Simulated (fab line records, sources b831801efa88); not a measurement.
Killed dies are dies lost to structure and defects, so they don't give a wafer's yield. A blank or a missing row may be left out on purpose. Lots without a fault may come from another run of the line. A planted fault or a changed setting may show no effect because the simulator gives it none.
A struck lot beside a sound one | flow sky130 | 15 steps out of a route of 708
Sound: wafers L210.1, L210.2, L210.4. Struck: wafer L222.5. (L222.3, L222.6 of the same lot were not struck and are left out.) The cause comes at the end.
At each step with rows: each side's tool, then ch and its chambers, then its first start. Under that, the readings that differ: sound wafers | struck wafers | difference of the means | sigmas: that difference in standard deviations of wafers without a fault.
alike: readings whose means differ by less than 2 such deviations, and words and numbers that are the same on both sides. not compared: withheld readings, readings that some wafer has no value for, bounds like >300 that may hide the same value, and numbers for which the record gives no deviation and whose values overlap.
The two part at a step that has a row with sigmas, a row that says differs or no value, or rows on one side only. Numbers that don't overlap but have no deviation are shown without sigmas and don't part them. A reading that every wafer of one side lacks parts them only if that side has two wafers or more.

first, 4 steps without rows for these wafers: SKY_VIA2_STRIP_16 (strips in O2/N2); SKY_VIA2_STRIP_17 (strips in post etch residue remover, time 1200 s); SKY_VIA2_CLEAN_18 (cleans in IPA, time 180 s); SKY_VIA2_CLEAN_19 (cleans in O3/DIW).
SKY_VIA2_SPUTTER_20: material TiN, target thk 20 nm, time 80 s.
  sound on pvd_sputter-04, day 39 13:11; struck on pvd_sputter-03, day 42 06:16
  reading                | sound          | struck | difference | sigmas
  throttle_valve_pct (%) | 31.2 29.6 31.4 | 28.6   | -2.1       | -2
SKY_VIA2_CVD_21: deposits W, target thk 420 nm, time 126.4 s.
  sound on cvd_w-02 ch 0,1, day 39 13:14; struck on cvd_w-02 ch 0, day 42 06:22
  alike: heater_power_outer_w, heater_power_w
SKY_VIA2_RS_MEAS_22: measures by four-point-probe.
  sound on film_metro-01, day 39 13:23; struck on film_metro-03, day 42 06:29
  alike: VIA2_W_RS
SKY_VIA2_THK_MEAS_23: measures by xrf.
  sound on film_metro-01, day 39 13:30; struck on film_metro-03, day 42 06:35
  alike: VIA2_W_THK
SKY_VIA2_CMP_24: polishes, stops on SiO2, t overpolish 20 s, target thk 0 nm.
  sound on cmp-01 ch 0,1,3, day 39 13:34; struck on cmp-01 ch 0, day 42 06:58
  alike: motor_current_A, overpolish_run_s, time_to_endpoint_s
SKY_METAL3_SPUTTER_00: material Ti, target thk 15 nm, time 10 s.
  sound on pvd_sputter-03, day 39 13:52; struck on pvd_sputter-03, day 42 07:16
  alike: throttle_valve_pct
then, 1 step without rows for these wafers: SKY_METAL3_SPUTTER_01 (material TiN, target thk 20 nm, time 16.7 s).
SKY_METAL3_SPUTTER_02: material AlCu, target thk 735 nm, time 39.1 s.
  sound on pvd_sputter-03, day 39 13:54; struck on pvd_sputter-03, day 42 07:19
  alike: throttle_valve_pct
SKY_METAL3_SPUTTER_03: material Ti, target thk 5 nm, time 3.3 s.
  sound on pvd_sputter-03, day 39 13:56; struck on pvd_sputter-03, day 42 07:21
  reading                                   | sound           | struck | difference | sigmas
  model.Ti_of_METAL3_SPUTTER_03.thk_nm (nm) | 4.87 4.98 4.965 | 5.333  | +0.395     |
  alike: throttle_valve_pct
then, 1 step without rows for these wafers: SKY_METAL3_SPUTTER_04 (material TiN, target thk 70 nm, time 58.3 s).
-- the record jumps here: 8 days lie between the struck wafers' starts before and after (it left off in module METAL3 and takes up again in module PAD_OPEN, whose first step shown is number 708 of the route) --
SKY_PAD_OPEN_PROBE_99:
  sound on prober-02, day 48 06:14; struck on prober-02, day 50 10:11
  reading                  | sound          | struck | difference | sigmas
  defect_limited_yield (%) | 80.3 82.1 76.4 | 83.5   | +3.9       | +2
  killed_at_M4_up          | 3 1 1          | 6      | +4         | +2
  killed_at_contacts       | 33 33 37       | 17     | -17        | -3
  killed_dies              | 97 88 116      | 81     | -19        | -2
  killed_open              | 56 51 66       | 38     | -20        | -3
  alike: killed_at_M0_to_M3, killed_at_front_end, killed_at_other, killed_on_rim, killed_short, sort_bin_3_pad_short, sort_bin_5_function, sort_bin_6_memory, sort_bin_8_speed, sort_n_pass, sort_yield_pct

WHERE THEY PART
First at SKY_VIA2_SPUTTER_20; last, within this record, at SKY_PAD_OPEN_PROBE_99.

WHY: what the simulator had put in
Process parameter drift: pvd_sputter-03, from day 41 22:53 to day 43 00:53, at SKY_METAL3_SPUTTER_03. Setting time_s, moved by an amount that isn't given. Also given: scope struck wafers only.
